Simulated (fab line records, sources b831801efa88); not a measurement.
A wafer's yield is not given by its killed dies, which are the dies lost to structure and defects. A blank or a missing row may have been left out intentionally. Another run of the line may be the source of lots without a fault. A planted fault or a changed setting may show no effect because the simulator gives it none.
Struck lot and sound lot, side by side :: flow sky130 :: 35 steps out of a route of 708
Sound: wafers L989.1, L989.3, L989.4. Struck: wafer L992.3 (L992.5, L992.6, from the same lot, were not struck and are left out); the cause is given at the end.
At each step with rows: each side's tool, then ch and its chambers, then its first start. Under that, the readings that differ: sound wafers :: struck wafers :: difference of the means :: sigmas: that difference in standard deviations of wafers without a fault.
alike: readings with means less than 2 such deviations apart, plus words and numbers identical on both sides. not compared: withheld readings, readings lacking a value on some wafer, bounds such as >300 that could conceal the same value, and numbers that have no deviation in the record and whose values overlap.
A row with sigmas, a row that says differs or no value, or rows on one side alone: a step with any of these is where the two part. Numbers that have no deviation but don't overlap get no sigmas and don't part them. A reading that every wafer of one side lacks parts them only if that side has two wafers or more.

first, 6 steps without rows for these wafers: SKY_METAL5_HMDS_08 (prime time 60 s); SKY_METAL5_COAT_09 (resist thk 1800 nm); SKY_METAL5_SOFTBAKE_10 (time 60 s); SKY_METAL5_EXPOSE_11 (exposes mask MM5, target cd 1600 nm); SKY_METAL5_PEB_12; SKY_METAL5_DEVELOP_13 (develop time 60 s).
SKY_METAL5_DESCUM_14: chemistry O2, time 11 s.
  sound on rieMetal-02 ch 0,1, day 45 17:46; struck on rieMetal-03 ch 0, day 46 09:49
  alike: drypumpMotorCurrentA, oesProductAu
  not compared: rfHoursCounterH
SKY_METAL5_METAL_ETCH_15: etches the open film in Cl2/BCl3, stops on SiO2, target depth 1260 nm, time 252 s.
  sound on rieMetal-02 ch 0,1, day 45 17:49; struck on rieMetal-03 ch 0, day 46 09:55
  alike: drypumpMotorCurrentA, oesProductAu, throttleValvePct
  not compared: rfHoursCounterH
SKY_METAL5_STRIP_16: strips in O2/N2.
  sound on plasmaAsher-03 ch 0,1, day 45 18:02; struck on plasmaAsher-01 ch 0, day 46 10:06
  alike: drypumpMotorCurrentA, oesProductAu, stripTimeToEndpointS
  not compared: rfHoursCounterH
then, 3 steps without rows for these wafers: SKY_METAL5_STRIP_17 (strips in post etch residue remover, time 1200 s); SKY_METAL5_CLEAN_18 (cleans in IPA, time 180 s); SKY_METAL5_CLEAN_19 (cleans in O3/DIW).
SKY_PASSIVATION_CVD_00: deposits SiO2, target thk 90 nm.
  sound on pecvd-04 ch 0,1, day 45 18:44; struck on pecvd-01 ch 0, day 46 10:45
reading: model.SiO2_of_PASSIVATION_CVD_00.thkNm (nm)
sound: 88.62 89.65 90.49
struck: 114.7
difference: +25.1
sigmas: 
  alike: heaterPowerW
SKY_PASSIVATION_THK_MEAS_01:
  sound: filmMetro-02 at day 45 18:45; struck: filmMetro-04 at day 46 11:01
reading: PASSIVATION_CVD_00_THK (nm)
sound: 88.6 89.7 90.4
struck: 114.6
difference: +25.0
sigmas: +21
  not compared: hold
SKY_PASSIVATION_CVD_02: deposits Si3N4, target thk 540 nm.
  sound on pecvd-02 ch 0,1, day 45 18:49; struck on pecvd-02 ch 1, day 46 17:25
reading: hold
sound: - - -
struck: awaitDispo/6.4h/release
difference: no value on the sound wafers
sigmas: 
  alike: heaterPowerW
SKY_PASSIVATION_THK_MEAS_03:
  sound: filmMetro-04 at day 45 19:02; struck: filmMetro-04 at day 46 17:40
  alike: PASSIVATION_CVD_02_THK
then, 7 steps without rows for these wafers: SKY_PASSIVATION_DEHYDRATE_04 (time 60 s); SKY_PASSIVATION_HMDS_05 (prime time 60 s); SKY_PASSIVATION_COAT_06 (resist thk 3000 nm); SKY_PASSIVATION_SOFTBAKE_07; SKY_PASSIVATION_EXPOSE_08 (exposes mask NSM, target cd 3000 nm); SKY_PASSIVATION_PEB_09; SKY_PASSIVATION_DEVELOP_10 (develop time 60 s).
SKY_PASSIVATION_ETCH_11: etches the open film in CF4/O2, stops on AlCu, target depth 725 nm, time 161.1 s.
  sound on rieDiel-03 ch 0,1,3, day 46 15:25; struck on rieDiel-04 ch 0, day 47 06:33
reading: rfHoursCounterH (h)
sound: 13 12 10
struck: 24
difference: +12
sigmas: 

reading: model.etch.depthNm (nm)
sound: 708.8 703.6 713.6
struck: 729.8
difference: +21.1
sigmas: 

reading: model.PASSIVATION.featureDepthNm (nm)
sound: 708.8 703.6 713.6
struck: 729.8
difference: +21.1
sigmas: 
  alike: drypumpMotorCurrentA, oesProductAu, throttleValvePct
SKY_PASSIVATION_STRIP_12: strips in O2/N2.
  sound on plasmaAsher-03 ch 0,1, day 46 15:32; struck on plasmaAsher-04 ch 0, day 47 06:41
reading: stripTimeToEndpointS (s)
sound: 31.53 31.61 31.57
struck: 31.03
difference: -0.54
sigmas: -4
  alike: drypumpMotorCurrentA, oesProductAu
  not compared: rfHoursCounterH
then, 7 steps without rows for these wafers: SKY_PAD_OPEN_DEHYDRATE_00 (time 60 s); SKY_PAD_OPEN_HMDS_01 (prime time 60 s); SKY_PAD_OPEN_COAT_02 (resist thk 3000 nm); SKY_PAD_OPEN_SOFTBAKE_03; SKY_PAD_OPEN_EXPOSE_04 (exposes mask PDM, target cd 60000 nm); SKY_PAD_OPEN_PEB_05; SKY_PAD_OPEN_DEVELOP_06 (develop time 60 s).
SKY_PAD_OPEN_ETCH_07: etches the open film in CF4/O2, stops on AlCu, target depth 725 nm, time 161.1 s.
  sound on rieDiel-01 ch 0,1,3, day 47 11:51; struck on rieDiel-04 ch 3, day 48 02:24
reading: oesProductAu (a.u.)
sound: 0.979 0.977 0.994
struck: 1.001
difference: +0.018
sigmas: +2

reading: model.etch.depthNm (nm)
sound: 708.8 703.6 713.6
struck: 729.8
difference: +21.1
sigmas: 

reading: model.PAD_OPEN.featureDepthNm (nm)
sound: 708.8 703.6 713.6
struck: 729.8
difference: +21.1
sigmas: 
  alike: drypumpMotorCurrentA, throttleValvePct
  not compared: rfHoursCounterH
then, 1 step without rows for these wafers: SKY_PAD_OPEN_STRIP_08 (strips in O2/N2).
SKY_PAD_OPEN_PROBE_99:
  the record holds rows for the sound wafers here (prober-01, day 47 14:36) but none for the struck ones

== WHERE THEY PART ==
First at SKY_PASSIVATION_THK_MEAS_01; last, within this record, at SKY_PAD_OPEN_PROBE_99.

WHY: what the simulator had put in
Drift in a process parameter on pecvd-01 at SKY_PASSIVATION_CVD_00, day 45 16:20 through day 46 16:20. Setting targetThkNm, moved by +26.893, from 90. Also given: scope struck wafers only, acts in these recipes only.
